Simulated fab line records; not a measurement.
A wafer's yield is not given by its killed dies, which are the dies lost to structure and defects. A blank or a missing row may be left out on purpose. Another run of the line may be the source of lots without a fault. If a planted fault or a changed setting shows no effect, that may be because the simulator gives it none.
fab line records | flow gf180mcu | part 1 of 2: steps 1 to 23 of 32
record: lots: 5 | wafers: 15 | last_day: 34
route steps=602 shown CONTACT@297 M1@315
lots that met no fault: from a run of the same line without faults
start_h: the number of hours between the record's first day and the start of the first shown wafer of the lot | wait_h: hours since the lot's step before | " same as the row above | L1.1+2: several wafers, shown together as one row | - no value, or no start given | * or withheld: withheld | < > ~ a bound
route shown NAME@n: a module of which the file shows steps, and the number in the route of the first | usual: the fault-free wafers' mean and standard deviation | same: alike in all rows | chamber/n: place in a boat | sites: each site's reading | _std_site: standard deviation across them | _edge_site: the outer-site mean with the inner-site mean subtracted | radius_mm: for every site, how far away it sits from the centre of the wafer | mask NAME#n: copy n | behind: tool/chamber where the wafer was last shaped | hold: why the lot was held/for how many hours/how that ended | device: the n, p or np transistor that did not switch | end of line: tests of these same wafers at the route's end | for a step that has no rows: nothing shown but its recipe | killed: the dies lost at the first sort to structure and to defects; this is not the yield of the wafer | map: a wafer's dies, marking killed ones x, the rest . and places with no die _
set.NAME: the setting the step ran with; set.NAME@STEP: the setting that earlier step ran with | model.NAME: the simulator's own value behind a step, which no gauge read
a table for each step, a row for each wafer; lots at some steps of the route
services: from which hour (start_h, from the record's first day; less than 0 if before it) a tool's chamber was out of use, for how many hours, and why
== steps ==
step: GF_CONTACT_SOFTBAKE_10
recipe: temp_c: 130 | time_s: 60 | resist: KrF
usual: heater_power_total_W: 93.05/0.06 | resist_line_temp_C: 22.99/0.095
lot.wafer | tool           | chamber | start_h | wait_h | heater_power_total_W | resist_line_temp_C
L074.1    | litho_track-02 | 0       | -       | -      | 93.05                | 22.92
L074.3    | "              | 0       | "       | "      | 93.09                | 23.12
L074.6    | "              | 0       | "       | "      | 93.03                | 23.12
L087.1    | litho_track-02 | 0       | -       | -      | 93.12                | 23.09
L087.4    | "              | 0       | "       | "      | 92.86                | 22.88
L087.5    | "              | 0       | "       | "      | 93.07                | 23.14
L092.2    | litho_track-01 | 0       | -       | -      | 93.11                | 22.96
L092.4    | "              | 0       | "       | "      | 92.97                | 23.07
L092.6    | "              | 0       | "       | "      | 92.99                | 22.79
L093.3    | litho_track-03 | 0       | -       | -      | 93.01                | 23.06
L093.4    | "              | 0       | "       | "      | 93.02                | 23.09
L093.6    | "              | 0       | "       | "      | 93.01                | 23.07
L095.2    | litho_track-01 | 0       | -       | -      | 93.04                | 23.05
L095.3    | "              | 0       | "       | "      | 93.07                | 23.01
L095.6    | "              | 0       | "       | "      | 93.09                | 22.99
step: GF_CONTACT_EXPOSE_11
recipe: mask_id: Contact | target_cd_nm: 220 | na: 0.68 | source_shape: conventional | sigma_outer: 0.6 | dose_mj: 38
lot.wafer  | tool           | chamber | start_h | wait_h | mask
L074.1+3+6 | krf_scanner-01 | 0       | -       | -      | Contact#0
L087.1+4+5 | krf_scanner-02 | 0       | -       | -      | Contact#0
L092.2+4+6 | krf_scanner-02 | 0       | -       | -      | Contact#0
L093.3+4+6 | krf_scanner-02 | 0       | -       | -      | Contact#0
L095.2+3+6 | krf_scanner-02 | 0       | -       | -      | Contact#0
step: GF_CONTACT_PEB_12
recipe: peb_temp_c: 135 | peb_time_s: 90 | resist: KrF
usual: heater_power_total_W: 85.70/0.083 | resist_line_temp_C: 22.99/0.097
lot.wafer | tool           | chamber | start_h | wait_h | heater_power_total_W | resist_line_temp_C
L074.1    | litho_track-03 | 0       | -       | -      | 85.79                | 23.18
L074.3    | "              | 0       | "       | "      | 85.69                | 22.91
L074.6    | "              | 0       | "       | "      | 85.68                | 23.04
L087.1    | litho_track-01 | 0       | -       | -      | 85.65                | 22.98
L087.4    | "              | 0       | "       | "      | 85.77                | 23.16
L087.5    | "              | 0       | "       | "      | 85.80                | 23.16
L092.2    | litho_track-02 | 0       | -       | -      | 85.59                | 23.03
L092.4    | "              | 0       | "       | "      | 85.71                | 23.10
L092.6    | "              | 0       | "       | "      | 85.55                | 23.04
L093.3    | litho_track-03 | 0       | -       | -      | 85.71                | 22.96
L093.4    | "              | 0       | "       | "      | 85.72                | 23.05
L093.6    | "              | 0       | "       | "      | 85.79                | 22.89
L095.2    | litho_track-03 | 0       | -       | -      | 85.63                | 22.85
L095.3    | "              | 0       | "       | "      | 85.82                | 22.86
L095.6    | "              | 0       | "       | "      | 85.75                | 22.93
step: GF_CONTACT_DEVELOP_13
recipe: develop_time_s: 60 | resist: KrF | dev_temp_c: 21
usual: resist_line_temp_C: 23.01/0.1
same: develop_time_s: 60
lot.wafer | tool           | chamber | start_h | wait_h | resist_line_temp_C
L074.1    | litho_track-03 | 0       | 365.40  | 0.2    | 22.98
L074.3    | "              | 0       | "       | "      | 23.10
L074.6    | "              | 0       | "       | "      | 22.92
L087.1    | litho_track-01 | 0       | 479.74  | 0.2    | 22.96
L087.4    | "              | 0       | "       | "      | 22.98
L087.5    | "              | 0       | "       | "      | 23.07
L092.2    | litho_track-02 | 0       | 516.70  | 0.2    | 22.98
L092.4    | "              | 0       | "       | "      | 23.17
L092.6    | "              | 0       | "       | "      | 23.01
L093.3    | litho_track-03 | 0       | 532.79  | 0.1    | 23.02
L093.4    | "              | 0       | "       | "      | 22.98
L093.6    | "              | 0       | "       | "      | 23.27
L095.2    | litho_track-03 | 0       | 544.37  | 0.2    | 22.86
L095.3    | "              | 0       | "       | "      | 22.95
L095.6    | "              | 0       | "       | "      | 22.99
step: GF_CONTACT_CD_MEAS_14
recipe: target_cd_nm: 220
usual: cd_nm: 220.4/1.5
lot.wafer | tool      | chamber | start_h | wait_h | cd_nm
L074.1    | cd_sem-01 | -       | 365.55  | 0.1    | 222.8
L074.3    | "         | -       | "       | "      | 222.0
L074.6    | "         | -       | "       | "      | 222.2
L087.1    | cd_sem-01 | -       | 479.89  | 0.1    | 220.7
L087.4    | "         | -       | "       | "      | 220.3
L087.5    | "         | -       | "       | "      | 219.9
L092.2    | cd_sem-01 | -       | 516.84  | 0.1    | 220.8
L092.4    | "         | -       | "       | "      | 222.0
L092.6    | "         | -       | "       | "      | 220.3
L093.3    | cd_sem-02 | -       | 532.93  | 0.1    | 223.7
L093.4    | "         | -       | "       | "      | 222.9
L093.6    | "         | -       | "       | "      | 223.9
L095.2    | cd_sem-02 | -       | 544.51  | 0.1    | 218.9
L095.3    | "         | -       | "       | "      | 219.6
L095.6    | "         | -       | "       | "      | 217.2
step: GF_CONTACT_OVL_MEAS_15
usual: CONTACT_OVL: -1/5.2
lot.wafer | tool       | chamber | start_h | wait_h | CONTACT_OVL[nm]
L074.1    | overlay-02 | -       | 365.67  | 0.1    | -7
L074.3    | "          | -       | "       | "      | -3
L074.6    | "          | -       | "       | "      | 6
L087.1    | overlay-02 | -       | 480.01  | 0.1    | 6
L087.4    | "          | -       | "       | "      | 0
L087.5    | "          | -       | "       | "      | 3
L092.2    | overlay-01 | -       | 516.95  | 0.1    | -6
L092.4    | "          | -       | "       | "      | -5
L092.6    | "          | -       | "       | "      | -3
L093.3    | overlay-02 | -       | 533.02  | 0.1    | 1
L093.4    | "          | -       | "       | "      | 2
L093.6    | "          | -       | "       | "      | -4
L095.2    | overlay-01 | -       | 544.62  | 0.1    | -6
L095.3    | "          | -       | "       | "      | -6
L095.6    | "          | -       | "       | "      | -1
step: GF_CONTACT_ETCH_16
recipe: chemistry: N2/H2 | target_depth_a: withheld | overetch_a: withheld | time_s: withheld | target: BARC | ion_energy_ev: 200 | source_w: 500 | bias_w: 100 | pressure_mtorr: 30 | n2_flow_sccm: 100 | h2_flow_sccm: 200
usual: drypump_motor_current_A: 5.8/0.47 | oes_product_au: 0.854/0.0052 | throttle_valve_pct: 13.226/0.0093
lot.wafer | tool        | chamber | start_h | wait_h | drypump_motor_current_A | oes_product_au | throttle_valve_pct
L074.1    | rie_diel-03 | 1       | 365.70  | 0.0    | 6.2                     | 0.854          | 13.226
L074.3    | "           | 0       | "       | "      | 5.4                     | 0.855          | 13.222
L074.6    | "           | 3       | "       | "      | 5.4                     | 0.857          | 13.208
L087.1    | rie_diel-03 | 1       | 480.04  | 0.0    | 6.2                     | 0.847          | 13.219
L087.4    | "           | 2       | "       | "      | 5.7                     | 0.860          | 13.218
L087.5    | "           | 0       | "       | "      | 5.4                     | 0.853          | 13.223
L092.2    | rie_diel-01 | 2       | 516.98  | 0.0    | 5.9                     | 0.852          | 13.233
L092.4    | "           | 1       | "       | "      | 6.7                     | 0.857          | 13.228
L092.6    | "           | 2       | "       | "      | 5.9                     | 0.858          | 13.232
L093.3    | rie_diel-01 | 2       | 533.05  | 0.0    | 5.9                     | 0.849          | 13.203
L093.4    | "           | 3       | "       | "      | 5.8                     | 0.860          | 13.235
L093.6    | "           | 0       | "       | "      | 5.0                     | 0.845          | 13.226
L095.2    | rie_diel-02 | 2       | 544.65  | 0.0    | 5.5                     | 0.855          | 13.235
L095.3    | "           | 0       | "       | "      | 5.8                     | 0.847          | 13.231
L095.6    | "           | 1       | "       | "      | 5.4                     | 0.859          | 13.216
step: GF_CONTACT_ETCH_17
recipe: chemistry: C4F8/O2/Ar | mask_material: KrF | target: SiO2 | stop_on: CoSi2 | source_w: 1500 | bias_w: 1200 | pressure_mtorr: 40 | c4f8_flow_sccm: withheld | O2_flow_sccm: 6 | Ar_flow_sccm: 300 | time_s: withheld | target_depth_a: 8600
usual: oes_product_au: 0.815/0.0046
lot.wafer | tool        | chamber | start_h | wait_h | oes_product_au
L074.1    | rie_diel-03 | 1       | -       | -      | 0.816
L074.3    | "           | 0       | "       | "      | 0.820
L074.6    | "           | 3       | "       | "      | 0.813
L087.1    | rie_diel-03 | 1       | -       | -      | 0.816
L087.4    | "           | 2       | "       | "      | 0.821
L087.5    | "           | 0       | "       | "      | 0.821
L092.2    | rie_diel-01 | 2       | -       | -      | 0.817
L092.4    | "           | 1       | "       | "      | 0.816
L092.6    | "           | 2       | "       | "      | 0.814
L093.3    | rie_diel-01 | 2       | -       | -      | 0.814
L093.4    | "           | 3       | "       | "      | 0.822
L093.6    | "           | 0       | "       | "      | 0.813
L095.2    | rie_diel-02 | 2       | -       | -      | 0.822
L095.3    | "           | 0       | "       | "      | 0.819
L095.6    | "           | 1       | "       | "      | 0.815
step: GF_CONTACT_STRIP_18
recipe: chemistry: O2/N2 | power_w: 1400 | pressure_mtorr: 1500 | platen_temp_c: 250 | o2_flow_sccm: 3000 | n2_flow_sccm: 300 | overash_fraction: 0.5
usual: drypump_motor_current_A: 5.8/0.56 | heater_power_w: 340/32 | oes_product_au: 0.581/0.0048
lot.wafer | tool            | chamber | start_h | wait_h | drypump_motor_current_A | heater_power_w | oes_product_au | rf_hours_counter_h
L074.1    | plasma_asher-03 | 1       | 365.86  | -      | 5.9                     | 318            | 0.586          | 55
L074.3    | "               | 0       | "       | "      | 5.0                     | 315            | 0.575          | -
L074.6    | "               | 0       | "       | "      | 5.0                     | 316            | 0.575          | -
L087.1    | plasma_asher-01 | 1       | 480.21  | -      | 6.6                     | 324            | 0.579          | 5
L087.4    | "               | 1       | "       | "      | 6.6                     | 312            | 0.582          | -
L087.5    | "               | 1       | "       | "      | 6.6                     | 318            | 0.581          | -
L092.2    | plasma_asher-04 | 0       | 517.14  | -      | 5.9                     | 401            | 0.581          | 90
L092.4    | "               | 0       | "       | "      | 5.9                     | 391            | 0.580          | -
L092.6    | "               | 0       | "       | "      | 5.9                     | 399            | 0.572          | -
L093.3    | plasma_asher-04 | 1       | 533.25  | -      | 5.1                     | 373            | 0.575          | -
L093.4    | "               | 0       | "       | "      | 5.9                     | 400            | 0.574          | -
L093.6    | "               | 0       | "       | "      | 5.9                     | 403            | 0.588          | -
L095.2    | plasma_asher-04 | 1       | 544.81  | -      | 5.1                     | 364            | 0.576          | 93
L095.3    | "               | 1       | "       | "      | 5.1                     | 370            | 0.577          | -
L095.6    | "               | 1       | "       | "      | 5.1                     | 361            | 0.577          | -
step: GF_CONTACT_CLEAN_19
recipe: chemistry: SPM
lot.wafer  | tool         | chamber | start_h | wait_h
L074.1+3+6 | wet_bench-04 | 3       | 365.96  | 0.1
L087.1+4+5 | wet_bench-04 | 1       | 480.31  | 0.1
L092.2+4+6 | wet_bench-03 | 1       | 517.24  | 0.1
L093.3+4+6 | wet_bench-02 | 1       | 533.31  | 0.0
L095.2+3+6 | wet_bench-02 | 0       | 544.91  | 0.1
step: GF_CONTACT_CLEAN_20
recipe: chemistry: DIW
lot.wafer  | tool         | chamber | start_h | wait_h
L074.1+3+6 | wet_bench-03 | 0       | 366.06  | 0.0
L087.1+4+5 | wet_bench-03 | 0       | 480.40  | 0.0
L092.2+4+6 | wet_bench-04 | 3       | 517.33  | 0.0
L093.3+4+6 | wet_bench-04 | 2       | 533.40  | 0.0
L095.2+3+6 | wet_bench-03 | 0       | 545.00  | 0.0
step: GF_CONTACT_CLEAN_21
recipe: chemistry: dHF | time_s: 20 | dilution: 100:1 | dry: ipa_marangoni
lot.wafer  | tool         | chamber | start_h | wait_h
L074.1+3+6 | wet_bench-04 | 1       | 366.15  | 0.0
L087.1+4+5 | wet_bench-02 | 3       | 480.50  | 0.0
L092.2+4+6 | wet_bench-03 | 3       | 517.42  | 0.0
L093.3+4+6 | wet_bench-02 | 2       | 533.50  | 0.0
L095.2+3+6 | wet_bench-04 | 3       | 545.10  | 0.0
step: GF_CONTACT_SPUTTER_22
recipe: material: Ti | target_thk_nm: 15 | chamber_pressure_pa: 5 | power_w: 2500 | substrate_temp_c: 200 | time_s: 80.02
usual: cathode_dc_power_W: 2500.0/0.44 | chamber_pressure_pa: 4.999/0.011 | throttle_valve_pct: 29.9/0.53
lot.wafer | tool           | chamber | start_h | wait_h | cathode_dc_power_W | chamber_pressure_pa | throttle_valve_pct
L074.1    | pvd_sputter-03 | -       | 366.16  | 0.0    | 2500.0             | 5.000               | 30.3
L074.3    | "              | -       | "       | "      | 2499.7             | 4.999               | 30.0
L074.6    | "              | -       | "       | "      | 2500.0             | 4.989               | 30.2
L087.1    | pvd_sputter-02 | -       | 480.51  | 0.0    | 2499.8             | 4.996               | 29.5
L087.4    | "              | -       | "       | "      | 2500.0             | 5.002               | 29.3
L087.5    | "              | -       | "       | "      | 2500.1             | 5.003               | 30.3
L092.2    | pvd_sputter-01 | -       | 517.44  | 0.0    | 2498.8             | 4.997               | 29.2
L092.4    | "              | -       | "       | "      | 2499.9             | 5.000               | 29.6
L092.6    | "              | -       | "       | "      | 2499.6             | 4.993               | 29.2
L093.3    | pvd_sputter-03 | -       | 533.51  | 0.0    | 2499.8             | 5.001               | 30.3
L093.4    | "              | -       | "       | "      | 2499.5             | 4.996               | 29.5
L093.6    | "              | -       | "       | "      | 2499.4             | 4.987               | 30.0
L095.2    | pvd_sputter-03 | -       | 545.12  | 0.0    | 2499.9             | 5.016               | 29.5
L095.3    | "              | -       | "       | "      | 2500.3             | 4.995               | 29.4
L095.6    | "              | -       | "       | "      | 2499.8             | 5.003               | 29.8
step: GF_CONTACT_SPUTTER_23
recipe: material: TiN | target_thk_nm: 10 | chamber_pressure_pa: 5 | power_w: 4000 | time_s: 40
usual: cathode_dc_power_W: 4000.0/0.73 | chamber_pressure_pa: 4.999/0.01 | throttle_valve_pct: 29.8/0.54
lot.wafer | tool           | chamber | start_h | wait_h | cathode_dc_power_W | chamber_pressure_pa | throttle_valve_pct
L074.1    | pvd_sputter-03 | -       | 366.22  | 0.0    | 3999.7             | 5.015               | 30.3
L074.3    | "              | -       | "       | "      | 3998.7             | 4.996               | 29.7
L074.6    | "              | -       | "       | "      | 4000.0             | 5.017               | 30.2
L087.1    | pvd_sputter-02 | -       | 480.57  | 0.0    | 3999.1             | 5.013               | 29.3
L087.4    | "              | -       | "       | "      | 4000.3             | 5.010               | 29.4
L087.5    | "              | -       | "       | "      | 4000.4             | 4.996               | 30.3
L092.2    | pvd_sputter-01 | -       | 517.50  | 0.0    | 4001.1             | 4.991               | 29.1
L092.4    | "              | -       | "       | "      | 4001.2             | 5.000               | 30.1
L092.6    | "              | -       | "       | "      | 4000.8             | 4.988               | 28.9
L093.3    | pvd_sputter-03 | -       | 533.57  | 0.0    | 3999.6             | 5.002               | 30.4
L093.4    | "              | -       | "       | "      | 4000.2             | 5.010               | 29.1
L093.6    | "              | -       | "       | "      | 4000.5             | 4.982               | 29.9
L095.2    | pvd_sputter-03 | -       | 545.18  | 0.0    | 4000.5             | 5.002               | 29.8
L095.3    | "              | -       | "       | "      | 4000.8             | 4.992               | 29.6
L095.6    | "              | -       | "       | "      | 3999.9             | 5.003               | 29.8
step: GF_CONTACT_CVD_24
recipe: material: W | target_thk_nm: 300 | time_s: 90.339 | temp_c: 400 | pressure_torr: 40
usual: heater_power_w: 782/77
lot.wafer | tool     | chamber | start_h | wait_h | heater_power_w
L074.1    | cvd_w-02 | 0       | 366.26  | 0.0    | 899
L074.3    | "        | 0       | "       | "      | 881
L074.6    | "        | 1       | "       | "      | 807
L087.1    | cvd_w-01 | 1       | 480.61  | 0.0    | 739
L087.4    | "        | 0       | "       | "      | 731
L087.5    | "        | 0       | "       | "      | 716
L092.2    | cvd_w-01 | 1       | 517.54  | 0.0    | 736
L092.4    | "        | 1       | "       | "      | 726
L092.6    | "        | 0       | "       | "      | 722
L093.3    | cvd_w-02 | 0       | 533.64  | 0.1    | 909
L093.4    | "        | 1       | "       | "      | 797
L093.6    | "        | 1       | "       | "      | 774
L095.2    | cvd_w-02 | 1       | 545.22  | 0.0    | 765
L095.3    | "        | 0       | "       | "      | 898
L095.6    | "        | 1       | "       | "      | 766
step: GF_CONTACT_RS_MEAS_25
recipe: thk_meas_gauge: four-point-probe | reads: W_of_CONTACT_CVD_24+TiN_of_CONTACT_SPUTTER_23+Ti_of_CONTACT_SPUTTER_22
usual: CONTACT_W_RS: 0.385/0.006
lot.wafer | tool          | chamber | start_h | wait_h | CONTACT_W_RS[ohm/sq]
L074.1    | film_metro-01 | -       | 366.36  | 0.1    | 0.386
L074.3    | "             | -       | "       | "      | 0.386
L074.6    | "             | -       | "       | "      | 0.375
L087.1    | film_metro-01 | -       | 480.71  | 0.1    | 0.387
L087.4    | "             | -       | "       | "      | 0.390
L087.5    | "             | -       | "       | "      | 0.394
L092.2    | film_metro-01 | -       | 517.66  | 0.1    | 0.392
L092.4    | "             | -       | "       | "      | 0.386
L092.6    | "             | -       | "       | "      | 0.395
L093.3    | film_metro-01 | -       | 533.75  | 0.1    | 0.380
L093.4    | "             | -       | "       | "      | 0.382
L093.6    | "             | -       | "       | "      | 0.382
L095.2    | film_metro-02 | -       | 545.34  | 0.1    | 0.376
L095.3    | "             | -       | "       | "      | 0.382
L095.6    | "             | -       | "       | "      | 0.377
step: GF_CONTACT_THK_MEAS_26
recipe: thk_meas_gauge: xrf | reads: W_of_CONTACT_CVD_24
usual: CONTACT_W_THK: 303/5.6
lot.wafer | tool          | chamber | start_h | wait_h | CONTACT_W_THK[nm]
L074.1    | film_metro-01 | -       | 366.48  | 0.1    | 302
L074.3    | "             | -       | "       | "      | 304
L074.6    | "             | -       | "       | "      | 313
L087.1    | film_metro-01 | -       | 480.83  | 0.1    | 298
L087.4    | "             | -       | "       | "      | 297
L087.5    | "             | -       | "       | "      | 294
L092.2    | film_metro-01 | -       | 517.77  | 0.1    | 297
L092.4    | "             | -       | "       | "      | 300
L092.6    | "             | -       | "       | "      | 294
L093.3    | film_metro-01 | -       | 533.85  | 0.1    | 310
L093.4    | "             | -       | "       | "      | 309
L093.6    | "             | -       | "       | "      | 307
L095.2    | film_metro-02 | -       | 545.45  | 0.1    | 311
L095.3    | "             | -       | "       | "      | 307
L095.6    | "             | -       | "       | "      | 310
step: GF_CONTACT_CMP_27
recipe: stop_on: SiO2 | down_force_psi: 3.5 | platen_rpm: 60 | t_overpolish_s: 15 | target_thk_nm: 0 | pad_velocity_m_s: 0.94248
usual: motor_current_A: 10.7/0.83 | overpolish_run_s: 15.000/0.0085 | time_to_endpoint_s: 72/3.2
lot.wafer | tool   | chamber | start_h | wait_h | motor_current_A | overpolish_run_s | time_to_endpoint_s
L074.3    | cmp-02 | 2       | 366.59  | 0.1    | 9.6             | 15.000           | 71
L074.1    | "      | 3       | "       | "      | 11.0            | 14.994           | 73
L074.6    | "      | 1       | "       | "      | 12.1            | 14.987           | 76
L087.1    | cmp-02 | 2       | 480.94  | 0.1    | 9.5             | 14.995           | 73
L087.4    | "      | 3       | "       | "      | 11.7            | 14.986           | 76
L087.5    | "      | 2       | "       | "      | 9.6             | 14.988           | 72
L092.4    | cmp-02 | 3       | 517.82  | 0.0    | 10.9            | 15.001           | 73
L092.2    | "      | 1       | "       | "      | 12.0            | 15.010           | 73
L092.6    | "      | 3       | "       | "      | 11.8            | 15.002           | 74
L093.3    | cmp-02 | 0       | 533.89  | 0.0    | 10.4            | 15.001           | 83
L093.4    | "      | 1       | "       | "      | 11.9            | 15.016           | 74
L093.6    | "      | 0       | "       | "      | 9.7             | 14.989           | 77
L095.3    | cmp-02 | 2       | 545.60  | 0.1    | 9.7             | 14.985           | 70
L095.2    | "      | 3       | "       | "      | 11.9            | 14.994           | 76
L095.6    | "      | 1       | "       | "      | 11.7            | 14.995           | 72
step: GF_M1_SPUTTER_00
recipe: material: Ti | target_thk_nm: 37.5 | arriving_ion_energy_ev: 80 | substrate_temp_c: 200 | chamber_pressure_pa: 2 | power_w: 4000 | time_s: 150
usual: cathode_dc_power_W: 4000.0/0.73 | chamber_pressure_pa: 2.000/0.0037 | throttle_valve_pct: 29.9/0.9
lot.wafer | tool           | chamber | start_h | wait_h | cathode_dc_power_W | chamber_pressure_pa | throttle_valve_pct
L074.1    | pvd_sputter-02 | -       | 366.84  | 0.1    | 3999.5             | 1.995               | 31.1
L074.3    | "              | -       | "       | "      | 4001.1             | 2.003               | 30.2
L074.6    | "              | -       | "       | "      | 4001.1             | 2.000               | 30.5
L087.1    | pvd_sputter-04 | -       | 481.19  | 0.2    | 4001.7             | 1.998               | 28.1
L087.4    | "              | -       | "       | "      | 3998.9             | 2.002               | 30.6
L087.5    | "              | -       | "       | "      | 3999.9             | 1.999               | 31.0
L092.2    | pvd_sputter-02 | -       | 518.12  | 0.1    | 4000.4             | 2.000               | 29.4
L092.4    | "              | -       | "       | "      | 4000.0             | 2.000               | 31.1
L092.6    | "              | -       | "       | "      | 3999.4             | 1.997               | 29.0
L093.3    | pvd_sputter-04 | -       | 534.19  | 0.2    | 4001.6             | 2.000               | 31.2
L093.4    | "              | -       | "       | "      | 3999.0             | 1.998               | 28.9
L093.6    | "              | -       | "       | "      | 3999.2             | 2.004               | 28.1
L095.2    | pvd_sputter-04 | -       | 545.80  | 0.1    | 3999.5             | 2.001               | 30.5
L095.3    | "              | -       | "       | "      | 3999.1             | 2.001               | 29.0
L095.6    | "              | -       | "       | "      | 3999.9             | 2.002               | 31.1
step: GF_M1_SPUTTER_01
recipe: material: TiN | target_thk_nm: 30 | power_w: 6500 | time_s: 25 | chamber_pressure_pa: 0.4
usual: cathode_dc_power_W: 6500.0/1.2 | chamber_pressure_pa: 0.4000/0.00079 | throttle_valve_pct: 29.9/0.91
lot.wafer | tool           | chamber | start_h | wait_h | cathode_dc_power_W | chamber_pressure_pa | throttle_valve_pct
L074.1    | pvd_sputter-02 | -       | 366.94  | 0.1    | 6500.3             | 0.3997              | 31.2
L074.3    | "              | -       | "       | "      | 6500.1             | 0.3997              | 30.7
L074.6    | "              | -       | "       | "      | 6500.1             | 0.3994              | 30.3
L087.1    | pvd_sputter-04 | -       | 481.29  | 0.1    | 6500.3             | 0.3999              | 28.2
L087.4    | "              | -       | "       | "      | 6498.0             | 0.3997              | 30.8
L087.5    | "              | -       | "       | "      | 6501.7             | 0.3992              | 31.1
L092.2    | pvd_sputter-02 | -       | 518.22  | 0.1    | 6500.6             | 0.3993              | 29.4
L092.4    | "              | -       | "       | "      | 6500.4             | 0.4008              | 31.2
L092.6    | "              | -       | "       | "      | 6498.2             | 0.3990              | 29.5
L093.3    | pvd_sputter-04 | -       | 534.29  | 0.1    | 6497.0             | 0.4011              | 31.2
L093.4    | "              | -       | "       | "      | 6500.3             | 0.3999              | 28.9
L093.6    | "              | -       | "       | "      | 6501.0             | 0.4003              | 28.2
L095.2    | pvd_sputter-04 | -       | 545.90  | 0.1    | 6499.1             | 0.3996              | 30.9
L095.3    | "              | -       | "       | "      | 6498.9             | 0.4000              | 28.9
L095.6    | "              | -       | "       | "      | 6499.6             | 0.4004              | 31.1
step: GF_M1_SPUTTER_02
recipe: material: AlCu | target_thk_nm: 450 | power_w: 10600 | time_s: 23.9 | chamber_pressure_pa: 0.4
usual: cathode_dc_power_W: 10600/2 | chamber_pressure_pa: 0.4001/0.00084 | throttle_valve_pct: 29.9/0.91
lot.wafer | tool           | chamber | start_h | wait_h | cathode_dc_power_W | chamber_pressure_pa | throttle_valve_pct
L074.1    | pvd_sputter-02 | -       | 366.97  | 0.0    | 10602              | 0.3995              | 31.3
L074.3    | "              | -       | "       | "      | 10602              | 0.3994              | 30.3
L074.6    | "              | -       | "       | "      | 10601              | 0.3991              | 30.0
L087.1    | pvd_sputter-04 | -       | 481.32  | 0.0    | 10602              | 0.3999              | 28.2
L087.4    | "              | -       | "       | "      | 10601              | 0.4001              | 30.5
L087.5    | "              | -       | "       | "      | 10601              | 0.4007              | 31.1
L092.2    | pvd_sputter-02 | -       | 518.25  | 0.0    | 10604              | 0.4004              | 29.3
L092.4    | "              | -       | "       | "      | 10601              | 0.3993              | 31.1
L092.6    | "              | -       | "       | "      | 10597              | 0.4006              | 29.3
L093.3    | pvd_sputter-04 | -       | 534.32  | 0.0    | 10597              | 0.3989              | 31.0
L093.4    | "              | -       | "       | "      | 10601              | 0.3999              | 28.9
L093.6    | "              | -       | "       | "      | 10599              | 0.4003              | 28.4
L095.2    | pvd_sputter-04 | -       | 545.93  | 0.0    | 10599              | 0.4005              | 30.7
L095.3    | "              | -       | "       | "      | 10597              | 0.3985              | 29.1
L095.6    | "              | -       | "       | "      | 10605              | 0.4001              | 31.0
step: GF_M1_SPUTTER_03
recipe: material: Ti | target_thk_nm: 10 | substrate_temp_c: 300 | chamber_pressure_pa: 0.3 | power_w: 3000 | time_s: 6.7
usual: cathode_dc_power_W: 3000.0/0.59 | chamber_pressure_pa: 0.3000/0.00062 | throttle_valve_pct: 29.9/0.91
lot.wafer | tool           | chamber | start_h | wait_h | cathode_dc_power_W | chamber_pressure_pa | throttle_valve_pct
L074.1    | pvd_sputter-02 | -       | 367.00  | 0.0    | 3000.2             | 0.3006              | 31.3
L074.3    | "              | -       | "       | "      | 3000.2             | 0.2996              | 30.5
L074.6    | "              | -       | "       | "      | 2999.8             | 0.2999              | 30.5
L087.1    | pvd_sputter-04 | -       | 481.35  | 0.0    | 2999.8             | 0.3002              | 28.2
L087.4    | "              | -       | "       | "      | 2999.9             | 0.3000              | 30.8
L087.5    | "              | -       | "       | "      | 2999.6             | 0.3007              | 30.9
L092.2    | pvd_sputter-02 | -       | 518.28  | 0.0    | 2998.6             | 0.2999              | 29.2
L092.4    | "              | -       | "       | "      | 3000.1             | 0.3004              | 31.3
L092.6    | "              | -       | "       | "      | 2999.8             | 0.2992              | 29.3
L093.3    | pvd_sputter-04 | -       | 534.35  | 0.0    | 3000.1             | 0.3011              | 31.0
L093.4    | "              | -       | "       | "      | 3000.7             | 0.2998              | 29.1
L093.6    | "              | -       | "       | "      | 3000.5             | 0.3005              | 28.1
L095.2    | pvd_sputter-04 | -       | 545.96  | 0.0    | 2999.9             | 0.3018              | 30.7
L095.3    | "              | -       | "       | "      | 3000.6             | 0.2996              | 28.9
L095.6    | "              | -       | "       | "      | 2999.4             | 0.3011              | 31.2
step: GF_M1_SPUTTER_04
recipe: material: TiN | target_thk_nm: 50 | power_w: 6500 | time_s: 41.7 | chamber_pressure_pa: 0.4
usual: cathode_dc_power_W: 6500.0/1.1 | chamber_pressure_pa: 0.4001/0.00076 | throttle_valve_pct: 29.9/0.91
lot.wafer | tool           | chamber | start_h | wait_h | cathode_dc_power_W | chamber_pressure_pa | throttle_valve_pct
L074.1    | pvd_sputter-02 | -       | 367.02  | 0.0    | 6498.9             | 0.4002              | 31.1
L074.3    | "              | -       | "       | "      | 6502.8             | 0.4001              | 30.1
L074.6    | "              | -       | "       | "      | 6499.4             | 0.4016              | 30.1
L087.1    | pvd_sputter-04 | -       | 481.37  | 0.0    | 6502.0             | 0.3994              | 28.3
L087.4    | "              | -       | "       | "      | 6500.4             | 0.4008              | 30.8
L087.5    | "              | -       | "       | "      | 6498.1             | 0.4001              | 31.4
L092.2    | pvd_sputter-02 | -       | 518.30  | 0.0    | 6500.9             | 0.4011              | 29.4
L092.4    | "              | -       | "       | "      | 6501.1             | 0.4007              | 30.9
L092.6    | "              | -       | "       | "      | 6502.4             | 0.4005              | 29.4
L093.3    | pvd_sputter-04 | -       | 534.37  | 0.0    | 6502.4             | 0.3999              | 31.0
L093.4    | "              | -       | "       | "      | 6498.4             | 0.4019              | 29.3
L093.6    | "              | -       | "       | "      | 6499.9             | 0.3994              | 28.3
L095.2    | pvd_sputter-04 | -       | 545.98  | 0.0    | 6498.7             | 0.4000              | 30.5
L095.3    | "              | -       | "       | "      | 6499.9             | 0.3997              | 29.2
L095.6    | "              | -       | "       | "      | 6500.9             | 0.4005              | 31.2
